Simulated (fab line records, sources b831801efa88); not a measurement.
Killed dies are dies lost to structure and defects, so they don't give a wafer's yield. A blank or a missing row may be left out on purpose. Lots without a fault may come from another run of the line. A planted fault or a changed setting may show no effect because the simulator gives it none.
fab line records | flow sky130
record lots=5 wafers=15 last_day=50
route steps=708 shown NWELL@76 PWDE@84 VT_ADJUST_HVTP@85 VT_ADJUST_LVTN@97
lots that met no fault: from a run of the same line without faults
start_h: hours from the record's first day to the start of the lot's first wafer shown | wait_h: hours since the lot's step before | " the same as in the row above | L1.1+2: a row that stands for several wafers | - no value, or no start given | * or withheld: withheld | < > ~ a bound
route shown NAME@n: a module of which the file shows steps, and the number in the route of the first | usual: mean/standard deviation of fault-free wafers | same: alike in all rows | chamber/n: place in a boat | sites: the reading at each site | _std_site: their standard deviation | _edge_site: outer sites' mean less inner sites' | radius_mm: how far each site lies from the wafer's centre | mask NAME#n: copy n | behind: the tool/chamber that last shaped the wafer | hold: why the lot was held/for how many hours/how that ended | device: the transistor (n, p or np) that didn't switch | end of line: the same wafers' tests at the end of the route | a step without rows: its recipe alone | killed: dies lost to structure and defects at the first sort, not the wafer's yield | map: a wafer's dies, x killed, . not, _ none there
set.NAME: the setting as run; set.NAME@STEP: as run at that earlier step | model.NAME: the simulator's own value behind a step, which no gauge read
lots at some steps of the route; a table a step, a row a wafer
services: from which hour (start_h, from the record's first day; less than 0 if before it) a tool's chamber was out of use, for how many hours, and why
## steps
# step SKY_NWELL_OVL_MEAS_23
# usual NWELL_01_OVL=0.1/1.3
# columns lot.wafer tool chamber start_h wait_h NWELL_01_OVL[nm]
L078.3 overlay-01 - 131.23 - -1.5
L078.4 " - " " -1.2
L078.6 " - " " -1.1
L088.1 overlay-02 - 182.97 - 0.9
L088.3 " - " " 0.5
L088.6 " - " " 2.0
L089.3 overlay-01 - 191.53 - 0.6
L089.4 " - " " 1.7
L089.5 " - " " 2.2
L090.2 overlay-02 - 214.32 - 0.0
L090.4 " - " " 1.6
L090.6 " - " " 1.2
L094.3 overlay-01 - 236.86 - 2.1
L094.5 " - " " 1.3
L094.6 " - " " 2.1
# step SKY_NWELL_IMPLANT_24
# recipe species=B energy_kev=140 dose_cm2=9.2e+12 tilt_deg=withheld
# usual beam_on_s=9.98/0.22 dose_ions_cm2=9.2e+12/9.6e+09
# columns lot.wafer tool chamber start_h wait_h beam_on_s dose_ions_cm2
L078.3 implanter-03 0 131.30 0.1 9.85 9.192e+12
L078.4 " 0 " " 9.70 9.194e+12
L078.6 " 0 " " 10.07 9.199e+12
L088.1 implanter-03 0 183.00 0.0 9.88 9.201e+12
L088.3 " 0 " " 9.69 9.201e+12
L088.6 " 0 " " 9.95 9.2e+12
L089.3 implanter-03 0 191.60 0.1 9.87 9.202e+12
L089.4 " 0 " " 9.81 9.185e+12
L089.5 " 0 " " 9.90 9.212e+12
L090.2 implanter-03 0 214.38 0.0 10.14 9.169e+12
L090.4 " 0 " " 10.14 9.194e+12
L090.6 " 0 " " 9.79 9.19e+12
L094.3 implanter-01 0 236.94 0.1 10.12 9.206e+12
L094.5 " 0 " " 9.92 9.208e+12
L094.6 " 0 " " 10.29 9.206e+12
# step SKY_NWELL_STRIP_25
# recipe chemistry=O2/N2 power_w=1400 pressure_mtorr=1500 platen_temp_c=withheld o2_flow_sccm=3000 n2_flow_sccm=300 overash_fraction=0.5
# usual drypump_motor_current_A=5.8/0.41 oes_product_au=0.722/0.0043 strip_time_to_endpoint_s=36.94/0.1
# columns lot.wafer tool chamber start_h wait_h drypump_motor_current_A oes_product_au rf_hours_counter_h strip_time_to_endpoint_s
L078.3 plasma_asher-04 0 131.44 0.1 5.3 0.726 - 36.92
L078.4 " 1 " " 5.3 0.721 - 36.74
L078.6 " 0 " " 5.3 0.725 - 36.87
L088.1 plasma_asher-04 0 183.15 0.1 5.3 0.718 38 36.96
L088.3 " 0 " " 5.3 0.722 - 37.00
L088.6 " 1 " " 5.3 0.719 - 37.04
L089.3 plasma_asher-02 0 191.74 0.1 5.8 0.719 - 36.85
L089.4 " 1 " " 5.9 0.720 - 36.86
L089.5 " 1 " " 5.9 0.724 - 36.78
L090.2 plasma_asher-01 1 214.50 0.1 5.7 0.731 53 36.98
L090.4 " 1 " " 5.7 0.718 - 36.93
L090.6 " 1 " " 5.7 0.719 - 36.95
L094.3 plasma_asher-04 0 237.07 0.1 5.3 0.720 - 36.96
L094.5 " 1 " " 5.3 0.723 - 36.92
L094.6 " 0 " " 5.4 0.721 - 36.92
# step SKY_NWELL_TW_MEAS_26
# usual NWELL_2_TW=495/6.7
# columns lot.wafer tool chamber start_h wait_h NWELL_2_TW
L078.3 film_metro-02 - 131.52 0.1 496
L078.4 " - " " 497
L078.6 " - " " 499
L088.1 film_metro-02 - 183.25 0.1 499
L088.3 " - " " 498
L088.6 " - " " 498
L089.3 film_metro-03 - 191.82 0.1 486
L089.4 " - " " 483
L089.5 " - " " 483
L090.2 film_metro-03 - 214.61 0.1 488
L090.4 " - " " 488
L090.6 " - " " 484
L094.3 film_metro-04 - 237.20 0.1 497
L094.5 " - " " 503
L094.6 " - " " 498
# step SKY_NWELL_CLEAN_27
# recipe chemistry=SC1/SC2 mix=1:4:20 temp_c=70 time_s=150 dry=n2_spin
# usual temp_c=70.01/0.11
# columns lot.wafer tool chamber start_h wait_h temp_c
L078.3 wet_bench-01 2 131.56 0.0 70.00
L078.4 " 2 " " 70.12
L078.6 " 2 " " 70.07
L088.1 wet_bench-01 0 183.31 0.1 69.96
L088.3 " 0 " " 69.97
L088.6 " 0 " " 69.96
L089.3 wet_bench-01 0 191.86 0.0 69.97
L089.4 " 0 " " 70.03
L089.5 " 0 " " 70.09
L090.2 wet_bench-02 2 214.66 0.0 70.14
L090.4 " 2 " " 70.22
L090.6 " 2 " " 70.15
L094.3 wet_bench-04 3 237.24 0.0 69.80
L094.5 " 3 " " 69.92
L094.6 " 3 " " 69.81
# step SKY_NWELL_RTA_28
# recipe temp_c=1050 time_s=30 idle_temp_c=650 ramp_up_c_per_s=150 ramp_down_c_per_s=90 ambient=N2
# usual lamp_power_pct=25.31/0.052 wafer_temp_C_max=1054.9/1
# columns lot.wafer tool chamber start_h wait_h lamp_power_pct wafer_temp_C_max
L078.3 rtp_anneal-01 0 131.65 0.0 25.36 1055.6
L078.4 " 0 " " 25.23 1055.1
L078.6 " 0 " " 25.37 1056.0
L088.1 rtp_anneal-02 0 183.36 0.0 25.28 1054.9
L088.3 " 0 " " 25.23 1055.5
L088.6 " 0 " " 25.27 1056.4
L089.3 rtp_anneal-02 0 191.95 0.0 25.30 1054.4
L089.4 " 0 " " 25.27 1054.0
L089.5 " 0 " " 25.28 1054.3
L090.2 rtp_anneal-01 0 214.73 0.0 25.26 1056.1
L090.4 " 0 " " 25.27 1054.0
L090.6 " 0 " " 25.23 1055.5
L094.3 rtp_anneal-01 0 237.33 0.0 25.28 1055.0
L094.5 " 0 " " 25.29 1055.9
L094.6 " 0 " " 25.19 1053.4
# step SKY_NWELL_RS_MEAS_29
# recipe thk_meas_gauge=four-point-probe
# usual NWELL_RS=624.7/1.7
# columns lot.wafer tool chamber start_h wait_h NWELL_RS[ohm/sq]
L078.3 film_metro-03 - 131.75 0.1 624.8
L078.4 " - " " 625.1
L078.6 " - " " 622.8
L088.1 film_metro-02 - 183.46 0.1 626.2
L088.3 " - " " 626.9
L088.6 " - " " 626.1
L089.3 film_metro-02 - 192.05 0.1 621.6
L089.4 " - " " 622.3
L089.5 " - " " 621.4
L090.2 film_metro-02 - 214.83 0.1 623.3
L090.4 " - " " 625.3
L090.6 " - " " 623.3
L094.3 film_metro-03 - 237.43 0.1 623.7
L094.5 " - " " 622.3
L094.6 " - " " 624.2
# step SKY_NWELL_RS_MEAS_31
# recipe thk_meas_gauge=four-point-probe
# usual PWDE_RS=5269/23
# columns lot.wafer tool chamber start_h wait_h PWDE_RS[ohm/sq]
L078.3 film_metro-03 - 131.99 0.1 5232
L078.4 " - " " 5267
L078.6 " - " " 5245
L088.1 film_metro-02 - 183.70 0.1 5249
L088.3 " - " " 5268
L088.6 " - " " 5282
L089.3 film_metro-02 - 192.29 0.1 5250
L089.4 " - " " 5269
L089.5 " - " " 5274
L090.2 film_metro-02 - 215.07 0.1 5302
L090.4 " - " " 5302
L090.6 " - " " 5308
L094.3 film_metro-03 - 237.67 0.1 5255
L094.5 " - " " 5271
L094.6 " - " " 5259
# step SKY_VT_ADJUST_HVTP_DEHYDRATE_00
# recipe temp_c=200 time_s=60
# columns lot.wafer tool chamber start_h wait_h
L078.3+4+6 litho_track-01 0 140.12 8.1
L088.1+3+6 litho_track-02 0 193.47 9.7
L089.3+4+5 litho_track-01 0 202.17 9.9
L090.2+4+6 litho_track-01 0 225.04 10.0
L094.3+5+6 litho_track-03 0 248.84 11.1
# step SKY_VT_ADJUST_HVTP_HMDS_01
# recipe prime_time_s=60 prime_temp_c=120
# columns lot.wafer tool chamber start_h wait_h
L078.3+4+6 litho_track-01 0 140.27 0.1
L088.1+3+6 litho_track-02 0 193.62 0.1
L089.3+4+5 litho_track-01 0 202.32 0.1
L090.2+4+6 litho_track-01 0 225.19 0.1
L094.3+5+6 litho_track-03 0 248.99 0.1
# step SKY_VT_ADJUST_HVTP_COAT_02
# recipe resist=NOVOLAK spin_rpm=3000 resist_thk_nm=1140
# columns lot.wafer tool chamber start_h wait_h
L078.3+4+6 litho_track-01 0 140.42 0.1
L088.1+3+6 litho_track-02 0 193.77 0.1
L089.3+4+5 litho_track-01 0 202.47 0.1
L090.2+4+6 litho_track-01 0 225.34 0.1
L094.3+5+6 litho_track-03 0 249.14 0.1
# step SKY_VT_ADJUST_HVTP_SOFTBAKE_03
# recipe temp_c=90 time_s=60 resist=NOVOLAK
# columns lot.wafer tool chamber start_h wait_h
L078.3+4+6 litho_track-01 0 140.57 0.1
L088.1+3+6 litho_track-02 0 193.92 0.1
L089.3+4+5 litho_track-01 0 202.62 0.1
L090.2+4+6 litho_track-01 0 225.49 0.1
L094.3+5+6 litho_track-03 0 249.29 0.1
# step SKY_VT_ADJUST_HVTP_EXPOSE_04
# recipe mask_id=HVTPM na=0.6 source_shape=conventional sigma_outer=0.6 polarization=unpolarized target_cd_nm=380 dose_mj=140
# same sigma_outer=0.6
# columns lot.wafer tool chamber start_h wait_h mask
L078.3+4+6 iline_stepper-01 0 - - HVTPM#0
L088.1+3+6 iline_stepper-01 0 - - HVTPM#0
L089.3+4+5 iline_stepper-01 0 - - HVTPM#0
L090.2+4+6 iline_stepper-01 0 - - HVTPM#0
L094.3+5+6 iline_stepper-02 0 - - HVTPM#0
# step SKY_VT_ADJUST_HVTP_PEB_05
# recipe temp_c=withheld time_s=* resist=NOVOLAK
# columns lot.wafer tool chamber start_h wait_h
L078.3+4+6 litho_track-01 0 - -
L088.1+3+6 litho_track-02 0 - -
L089.3+4+5 litho_track-02 0 - -
L090.2+4+6 litho_track-01 0 - -
L094.3+5+6 litho_track-02 0 - -
# step SKY_VT_ADJUST_HVTP_DEVELOP_06
# recipe resist=NOVOLAK developer=TMAH develop_time_s=60 dev_temp_c=23
# usual developer_temp_C=22.99/0.1
# columns lot.wafer tool chamber start_h wait_h developer_temp_C
L078.3 litho_track-01 0 148.82 0.1 23.01
L078.4 " 0 " " 23.09
L078.6 " 0 " " 23.06
L088.1 litho_track-02 0 203.97 0.1 23.06
L088.3 " 0 " " 22.90
L088.6 " 0 " " 22.93
L089.3 litho_track-02 0 213.27 0.1 22.91
L089.4 " 0 " " 22.92
L089.5 " 0 " " 22.98
L090.2 litho_track-01 0 236.59 0.1 22.84
L090.4 " 0 " " 22.85
L090.6 " 0 " " 22.84
L094.3 litho_track-02 0 261.67 0.1 23.13
L094.5 " 0 " " 22.97
L094.6 " 0 " " 23.04
# step SKY_VT_ADJUST_HVTP_CD_MEAS_07
# recipe target_cd_nm=380
# usual cd_nm=379.4/2.9
# columns lot.wafer tool chamber start_h wait_h cd_nm
L078.3 cd_sem-02 - 148.96 0.1 375.6
L078.4 " - " " 375.0
L078.6 " - " " 374.3
L088.1 cd_sem-02 - 204.12 0.1 380.1
L088.3 " - " " 378.1
L088.6 " - " " 378.9
L089.3 cd_sem-01 - 213.41 0.1 382.1
L089.4 " - " " 384.0
L089.5 " - " " 385.9
L090.2 cd_sem-01 - 236.74 0.1 379.7
L090.4 " - " " 378.6
L090.6 " - " " 382.1
L094.3 cd_sem-02 - 261.81 0.1 379.6
L094.5 " - " " 377.2
L094.6 " - " " 378.2
# step SKY_VT_ADJUST_HVTP_OVL_MEAS_08
# usual VT_ADJUST_HVTP_OVL=0.5/1.3
# columns lot.wafer tool chamber start_h wait_h VT_ADJUST_HVTP_OVL[nm]
L078.3 overlay-02 - 149.05 0.1 0.2
L078.4 " - " " -0.7
L078.6 " - " " -0.2
L088.1 overlay-02 - 204.24 0.1 -0.7
L088.3 " - " " 1.3
L088.6 " - " " 0.1
L089.3 overlay-01 - 213.50 0.1 1.5
L089.4 " - " " 1.4
L089.5 " - " " -1.0
L090.2 overlay-02 - 236.84 0.1 0.8
L090.4 " - " " -0.3
L090.6 " - " " -1.0
L094.3 overlay-02 - 261.90 0.1 1.2
L094.5 " - " " -1.0
L094.6 " - " " 0.6
# step SKY_VT_ADJUST_HVTP_IMPLANT_09
# recipe species=As energy_kev=150 dose_cm2=4.3e+12 tilt_deg=withheld
# usual beam_on_s=10.01/0.19 dose_ions_cm2=4.301e+12/5e+09
# columns lot.wafer tool chamber start_h wait_h beam_on_s dose_ions_cm2
L078.3 implanter-04 0 149.12 0.1 9.83 4.294e+12
L078.4 " 0 " " 9.87 4.3e+12
L078.6 " 0 " " 9.94 4.302e+12
L088.1 implanter-04 0 204.27 0.0 10.23 4.296e+12
L088.3 " 0 " " 9.67 4.296e+12
L088.6 " 0 " " 10.02 4.294e+12
L089.3 implanter-03 0 213.57 0.1 10.02 4.302e+12
L089.4 " 0 " " 9.87 4.294e+12
L089.5 " 0 " " 10.04 4.304e+12
L090.2 implanter-03 0 236.90 0.0 9.96 4.311e+12
L090.4 " 0 " " 10.04 4.303e+12
L090.6 " 0 " " 10.18 4.297e+12
L094.3 implanter-01 0 261.97 0.1 10.31 4.304e+12
L094.5 " 0 " " 10.31 4.299e+12
L094.6 " 0 " " 10.23 4.298e+12
# step SKY_VT_ADJUST_HVTP_STRIP_10
# recipe chemistry=O2/N2 power_w=1400 pressure_mtorr=1500 platen_temp_c=withheld o2_flow_sccm=3000 n2_flow_sccm=300 overash_fraction=0.5
# usual drypump_motor_current_A=5.8/0.5 oes_product_au=0.716/0.0047 strip_time_to_endpoint_s=14.18/0.044
# columns lot.wafer tool chamber start_h wait_h drypump_motor_current_A oes_product_au rf_hours_counter_h strip_time_to_endpoint_s
L078.3 plasma_asher-03 0 149.26 0.1 6.1 0.716 - 14.11
L078.4 " 1 " " 5.3 0.719 - 14.09
L078.6 " 1 " " 5.3 0.717 - 14.09
L088.1 plasma_asher-03 0 204.42 0.1 6.1 0.711 50 14.16
L088.3 " 1 " " 5.3 0.709 - 14.20
L088.6 " 0 " " 6.0 0.711 - 14.13
L089.3 plasma_asher-03 1 213.71 0.1 5.3 0.714 - 14.14
L089.4 " 0 " " 6.1 0.720 - 14.11
L089.5 " 1 " " 5.3 0.710 - 14.13
L090.2 plasma_asher-01 0 237.02 0.1 6.7 0.715 56 14.23
L090.4 " 0 " " 6.7 0.721 - 14.24
L090.6 " 0 " " 6.7 0.711 - 14.22
L094.3 plasma_asher-03 1 262.11 0.1 5.3 0.717 - 14.08
L094.5 " 1 " " 5.3 0.713 - 14.19
L094.6 " 0 " " 6.1 0.720 - 14.16
# step SKY_VT_ADJUST_HVTP_TW_MEAS_11
# usual VT_ADJUST_HVTP_TW=1352/16
# columns lot.wafer tool chamber start_h wait_h VT_ADJUST_HVTP_TW
L078.3 film_metro-03 - 149.34 0.1 1329
L078.4 " - " " 1329
L078.6 " - " " 1336
L088.1 film_metro-03 - 204.52 0.1 1327
L088.3 " - " " 1324
L088.6 " - " " 1328
L089.3 film_metro-01 - 213.79 0.1 1364
L089.4 " - " " 1349
L089.5 " - " " 1350
L090.2 film_metro-04 - 237.13 0.1 1359
L090.4 " - " " 1363
L090.6 " - " " 1363
L094.3 film_metro-04 - 262.19 0.1 1356
L094.5 " - " " 1357
L094.6 " - " " 1361
# step SKY_VT_ADJUST_LVTN_DEHYDRATE_00
# recipe temp_c=200 time_s=60
# columns lot.wafer tool chamber start_h wait_h
L078.3+4+6 litho_track-03 0 156.44 7.1
L088.1+3+6 litho_track-02 0 215.12 10.6
L089.3+4+5 litho_track-02 0 224.17 10.4
L090.2+4+6 litho_track-04 0 247.27 10.1
L094.3+5+6 litho_track-03 0 273.19 11.0
# step SKY_VT_ADJUST_LVTN_HMDS_01
# recipe prime_time_s=60 prime_temp_c=120
# columns lot.wafer tool chamber start_h wait_h
L078.3+4+6 litho_track-03 0 156.59 0.1
L088.1+3+6 litho_track-02 0 215.27 0.1
L089.3+4+5 litho_track-02 0 224.32 0.1
L090.2+4+6 litho_track-04 0 247.42 0.1
L094.3+5+6 litho_track-03 0 273.34 0.1
# step SKY_VT_ADJUST_LVTN_COAT_02
# recipe spin_rpm=2000 resist_thk_nm=3000
# columns lot.wafer tool chamber start_h wait_h
L078.3+4+6 litho_track-03 0 156.74 0.1
L088.1+3+6 litho_track-02 0 215.42 0.1
L089.3+4+5 litho_track-02 0 224.47 0.1
L090.2+4+6 litho_track-04 0 247.57 0.1
L094.3+5+6 litho_track-03 0 273.49 0.1
# step SKY_VT_ADJUST_LVTN_SOFTBAKE_03
# recipe temp_c=110 time_s=withheld
# columns lot.wafer tool chamber start_h wait_h
L078.3+4+6 litho_track-03 0 156.91 0.1
L088.1+3+6 litho_track-02 0 215.57 0.1
L089.3+4+5 litho_track-02 0 224.63 0.1
L090.2+4+6 litho_track-04 0 247.73 0.1
L094.3+5+6 litho_track-03 0 273.66 0.1
# step SKY_VT_ADJUST_LVTN_EXPOSE_04
# recipe mask_id=NWM_COMPLEMENT_LESS_NATIVE na=0.6 source_shape=conventional sigma_outer=0.6 polarization=unpolarized target_cd_nm=840 dose_mj=194
# same sigma_outer=0.6
# columns lot.wafer tool chamber start_h wait_h mask
L078.3+4+6 iline_stepper-02 0 - - NWM_COMPLEMENT_LESS_NATIVE#0
L088.1+3+6 iline_stepper-01 0 - - NWM_COMPLEMENT_LESS_NATIVE#0
L089.3+4+5 iline_stepper-01 0 - - NWM_COMPLEMENT_LESS_NATIVE#0
L090.2+4+6 iline_stepper-02 0 - - NWM_COMPLEMENT_LESS_NATIVE#0
L094.3+5+6 iline_stepper-02 0 - - NWM_COMPLEMENT_LESS_NATIVE#0
# step SKY_VT_ADJUST_LVTN_PEB_05
# recipe temp_c=115 time_s=withheld
# columns lot.wafer tool chamber start_h wait_h
L078.3+4+6 litho_track-03 0 - -
L088.1+3+6 litho_track-04 0 - -
L089.3+4+5 litho_track-03 0 - -
L090.2+4+6 litho_track-04 0 - -
L094.3+5+6 litho_track-02 0 - -
# step SKY_VT_ADJUST_LVTN_DEVELOP_06
# recipe wall_angle_deg=90 developer=TMAH develop_time_s=60 dev_temp_c=23
# usual developer_temp_C=22.98/0.099
# columns lot.wafer tool chamber start_h wait_h developer_temp_C
L078.3 litho_track-03 0 - - 23.05
L078.4 " 0 " " 23.02
L078.6 " 0 " " 22.93
L088.1 litho_track-04 0 - - 22.99
L088.3 " 0 " " 22.97
L088.6 " 0 " " 23.17
L089.3 litho_track-03 0 - - 23.07
L089.4 " 0 " " 23.10
L089.5 " 0 " " 23.16
L090.2 litho_track-04 0 - - 22.93
L090.4 " 0 " " 23.12
L090.6 " 0 " " 22.92
L094.3 litho_track-02 0 - - 22.85
L094.5 " 0 " " 22.97
L094.6 " 0 " " 22.99
# step SKY_VT_ADJUST_LVTN_OVL_MEAS_07
# usual VT_ADJUST_LVTN_OVL=-0.1/1.4
# columns lot.wafer tool chamber start_h wait_h VT_ADJUST_LVTN_OVL[nm]
L078.3 overlay-02 - 166.30 - -0.4
L078.4 " - " " 2.5
L078.6 " - " " 2.4
L088.1 overlay-01 - 226.53 - 0.0
L088.3 " - " " -1.0
L088.6 " - " " -1.7
L089.3 overlay-02 - 236.05 - -1.1
L089.4 " - " " 1.0
L089.5 " - " " -0.5
L090.2 overlay-02 - 260.66 - -1.3
L090.4 " - " " 0.3
L090.6 " - " " 0.4
L094.3 overlay-01 - 286.03 - -0.9
L094.5 " - " " 0.9
L094.6 " - " " -0.9
# step SKY_VT_ADJUST_LVTN_IMPLANT_08
# recipe species=B energy_kev=30 dose_cm2=1.57e+12 tilt_deg=withheld
# usual beam_on_s=10.03/0.19 dose_ions_cm2=1.5703e+12/1.5e+09
# columns lot.wafer tool chamber start_h wait_h beam_on_s dose_ions_cm2
L078.3 implanter-02 0 166.38 0.1 10.25 1.5731e+12
L078.4 " 0 " " 10.09 1.5704e+12
L078.6 " 0 " " 9.87 1.5718e+12
L088.1 implanter-01 0 226.56 0.0 10.11 1.567e+12
L088.3 " 0 " " 10.14 1.5697e+12
L088.6 " 0 " " 10.11 1.5667e+12
L089.3 implanter-01 0 236.13 0.1 10.17 1.569e+12
L089.4 " 0 " " 9.86 1.569e+12
L089.5 " 0 " " 9.80 1.5686e+12
L090.2 implanter-02 0 260.71 0.0 10.09 1.5706e+12
L090.4 " 0 " " 10.13 1.5705e+12
L090.6 " 0 " " 10.29 1.5705e+12
L094.3 implanter-01 0 286.10 0.1 9.90 1.5716e+12
L094.5 " 0 " " 9.74 1.5703e+12
L094.6 " 0 " " 10.22 1.5729e+12
# step SKY_VT_ADJUST_LVTN_STRIP_09
# recipe chemistry=O2/N2 power_w=1400 pressure_mtorr=1500 platen_temp_c=withheld o2_flow_sccm=3000 n2_flow_sccm=300 overash_fraction=0.5
# usual drypump_motor_current_A=5.5/0.3 oes_product_au=0.722/0.0046 strip_time_to_endpoint_s=36.89/0.093
# columns lot.wafer tool chamber start_h wait_h drypump_motor_current_A oes_product_au rf_hours_counter_h strip_time_to_endpoint_s
L078.3 plasma_asher-03 1 166.51 0.1 5.3 0.711 - 36.90
L078.4 " 0 " " 6.0 0.715 - 36.91
L078.6 " 1 " " 5.3 0.719 - 36.88
L088.1 plasma_asher-03 0 226.71 0.1 6.0 0.724 52 36.91
L088.3 " 0 " " 6.0 0.721 - 36.76
L088.6 " 0 " " 6.0 0.727 - 36.75
L089.3 plasma_asher-04 0 236.26 0.1 5.3 0.722 - 36.88
L089.4 " 1 " " 5.3 0.731 - 36.87
L089.5 " 1 " " 5.3 0.722 - 36.87
L090.2 plasma_asher-04 1 260.84 0.1 5.3 0.725 46 36.80
L090.4 " 1 " " 5.3 0.716 - 36.96
L090.6 " 0 " " 5.3 0.726 - 37.00
L094.3 plasma_asher-04 1 286.24 0.1 5.3 0.717 - 36.96
L094.5 " 1 " " 5.3 0.728 - 37.08
L094.6 " 0 " " 5.3 0.711 - 37.13
# step SKY_VT_ADJUST_LVTN_TW_MEAS_10
# usual VT_ADJUST_LVTN_TW=241.5/1.5
# columns lot.wafer tool chamber start_h wait_h VT_ADJUST_LVTN_TW
L078.3 film_metro-02 - 166.60 0.1 242.2
L078.4 " - " " 242.1
L078.6 " - " " 241.4
L088.1 film_metro-01 - 226.81 0.1 240.2
L088.3 " - " " 240.6
L088.6 " - " " 240.4
L089.3 film_metro-02 - 236.35 0.1 240.6
L089.4 " - " " 241.5
L089.5 " - " " 241.8
L090.2 film_metro-02 - 260.95 0.1 243.5
L090.4 " - " " 244.7
L090.6 " - " " 243.6
L094.3 film_metro-01 - 286.32 0.1 240.0
L094.5 " - " " 240.7
L094.6 " - " " 238.8
# step SKY_VT_ADJUST_LVTN_DEHYDRATE_11
# recipe temp_c=200 time_s=60
# columns lot.wafer tool chamber start_h wait_h
L078.3+4+6 litho_track-03 0 177.19 10.6
L088.1+3+6 litho_track-02 0 237.82 11.0
L089.3+4+5 litho_track-04 0 246.35 10.0
L090.2+4+6 litho_track-02 0 272.44 11.5
L094.3+5+6 litho_track-03 0 298.54 12.2
# step SKY_VT_ADJUST_LVTN_HMDS_12
# recipe prime_time_s=60 prime_temp_c=120
# columns lot.wafer tool chamber start_h wait_h
L078.3+4+6 litho_track-03 0 177.34 0.1
L088.1+3+6 litho_track-02 0 237.97 0.1
L089.3+4+5 litho_track-04 0 246.50 0.1
L090.2+4+6 litho_track-02 0 272.59 0.1
L094.3+5+6 litho_track-03 0 298.69 0.1
# step SKY_VT_ADJUST_LVTN_COAT_13
# recipe resist=NOVOLAK spin_rpm=3000 resist_thk_nm=1140
# columns lot.wafer tool chamber start_h wait_h
L078.3+4+6 litho_track-03 0 177.49 0.1
L088.1+3+6 litho_track-02 0 238.12 0.1
L089.3+4+5 litho_track-04 0 246.65 0.1
L090.2+4+6 litho_track-02 0 272.74 0.1
L094.3+5+6 litho_track-03 0 298.84 0.1
# step SKY_VT_ADJUST_LVTN_SOFTBAKE_14
# recipe temp_c=90 time_s=60 resist=NOVOLAK
# columns lot.wafer tool chamber start_h wait_h
L078.3+4+6 litho_track-03 0 177.64 0.1
L088.1+3+6 litho_track-02 0 238.27 0.1
L089.3+4+5 litho_track-04 0 246.80 0.1
L090.2+4+6 litho_track-02 0 272.89 0.1
L094.3+5+6 litho_track-03 0 298.99 0.1
# step SKY_VT_ADJUST_LVTN_EXPOSE_15
# recipe mask_id=HVN_STD_DERIVED na=0.6 source_shape=conventional sigma_outer=0.6 polarization=unpolarized target_cd_nm=600 dose_mj=163
# same sigma_outer=0.6
# columns lot.wafer tool chamber start_h wait_h mask
L078.3+4+6 iline_stepper-02 0 - - HVN_STD_DERIVED#0
L088.1+3+6 iline_stepper-01 0 - - HVN_STD_DERIVED#0
L089.3+4+5 iline_stepper-01 0 - - HVN_STD_DERIVED#0
L090.2+4+6 iline_stepper-02 0 - - HVN_STD_DERIVED#0
L094.3+5+6 iline_stepper-02 0 - - HVN_STD_DERIVED#0
# step SKY_VT_ADJUST_LVTN_PEB_16
# recipe temp_c=withheld time_s=* resist=NOVOLAK
# columns lot.wafer tool chamber start_h wait_h
L078.3+4+6 litho_track-02 0 - -
L088.1+3+6 litho_track-03 0 - -
L089.3+4+5 litho_track-04 0 - -
L090.2+4+6 litho_track-03 0 - -
L094.3+5+6 litho_track-03 0 - -
# step SKY_VT_ADJUST_LVTN_DEVELOP_17
# recipe resist=NOVOLAK developer=TMAH develop_time_s=60 dev_temp_c=23
# usual developer_temp_C=23.01/0.11
# columns lot.wafer tool chamber start_h wait_h developer_temp_C
L078.3 litho_track-02 0 187.82 0.1 23.07
L078.4 " 0 " " 23.09
L078.6 " 0 " " 23.00
L088.1 litho_track-03 0 249.54 0.1 23.00
L088.3 " 0 " " 22.95
L088.6 " 0 " " 23.07
L089.3 litho_track-04 0 259.40 0.1 23.19
L089.4 " 0 " " 23.21
L089.5 " 0 " " 23.14
L090.2 litho_track-03 0 285.22 0.1 23.18
L090.4 " 0 " " 23.01
L090.6 " 0 " " 23.11
L094.3 litho_track-03 0 311.54 0.1 22.99
L094.5 " 0 " " 23.02
L094.6 " 0 " " 22.82
# step SKY_VT_ADJUST_LVTN_OVL_MEAS_18
# usual VT_ADJUST_LVTN_01_OVL=-0.5/1.5
# columns lot.wafer tool chamber start_h wait_h VT_ADJUST_LVTN_01_OVL[nm]
L078.3 overlay-01 - 187.93 0.1 -1.0
L078.4 " - " " 0.5
L078.6 " - " " -0.3
L088.1 overlay-02 - 249.69 0.1 0.7
L088.3 " - " " 1.5
L088.6 " - " " 1.6
L089.3 overlay-01 - 259.51 0.1 -2.2
L089.4 " - " " -0.7
L089.5 " - " " -1.2
L090.2 overlay-01 - 285.35 0.1 -0.8
L090.4 " - " " -2.6
L090.6 " - " " -1.5
L094.3 overlay-01 - 311.65 0.1 0.2
L094.5 " - " " -0.3
L094.6 " - " " -1.1
# step SKY_VT_ADJUST_LVTN_IMPLANT_19
# recipe species=B energy_kev=30 dose_cm2=6.5e+11 tilt_deg=withheld
# usual beam_on_s=10.02/0.18 dose_ions_cm2=6.5e+11/6.7e+08
# columns lot.wafer tool chamber start_h wait_h beam_on_s dose_ions_cm2
L078.3 implanter-04 0 188.05 0.1 9.81 6.503e+11
L078.4 " 0 " " 10.04 6.501e+11
L078.6 " 0 " " 10.23 6.496e+11
L088.1 implanter-02 0 249.73 0.0 10.23 6.504e+11
L088.3 " 0 " " 10.10 6.502e+11
L088.6 " 0 " " 10.13 6.491e+11
L089.3 implanter-01 0 259.59 0.1 9.85 6.498e+11
L089.4 " 0 " " 9.83 6.501e+11
L089.5 " 0 " " 9.97 6.5e+11
L090.2 implanter-04 0 285.40 0.0 10.20 6.501e+11
L090.4 " 0 " " 9.91 6.5e+11
L090.6 " 0 " " 10.18 6.508e+11
L094.3 implanter-02 0 311.73 0.1 9.98 6.501e+11
L094.5 " 0 " " 9.76 6.495e+11
L094.6 " 0 " " 9.99 6.503e+11
## services
# columns tool chamber start_h hours kind
plasma_asher-02 - 108.75 9.0 pm
implanter-02 - 120.22 1.0 repair
implanter-01 - 125.48 4.0 pm
implanter-02 - 128.05 2.7 pm
implanter-01 - 148.07 68.0 pm
implanter-04 - 171.39 3.1 pm
implanter-03 - 172.84 6.3 repair
iline_stepper-02 - 182.02 2.1 pm
plasma_asher-01 - 194.69 4.2 repair
plasma_asher-04 - 197.53 2.8 pm
plasma_asher-03 - 210.66 1.0 repair
implanter-03 - 215.91 2.9 repair
implanter-02 - 217.64 3.0 repair
iline_stepper-02 - 223.76 8.4 repair
wet_bench-01 - 224.28 1.9 pm
implanter-02 - 227.27 2.7 pm
iline_stepper-01 - 232.29 4.3 pm
implanter-04 - 232.38 6.7 repair
plasma_asher-03 - 236.07 2.6 repair
implanter-01 - 237.92 2.0 repair
iline_stepper-02 - 257.04 1.7 pm
iline_stepper-01 - 266.87 1.4 repair
iline_stepper-01 - 297.10 1.4 repair
iline_stepper-01 - 305.61 1.7 pm
## key
fault none
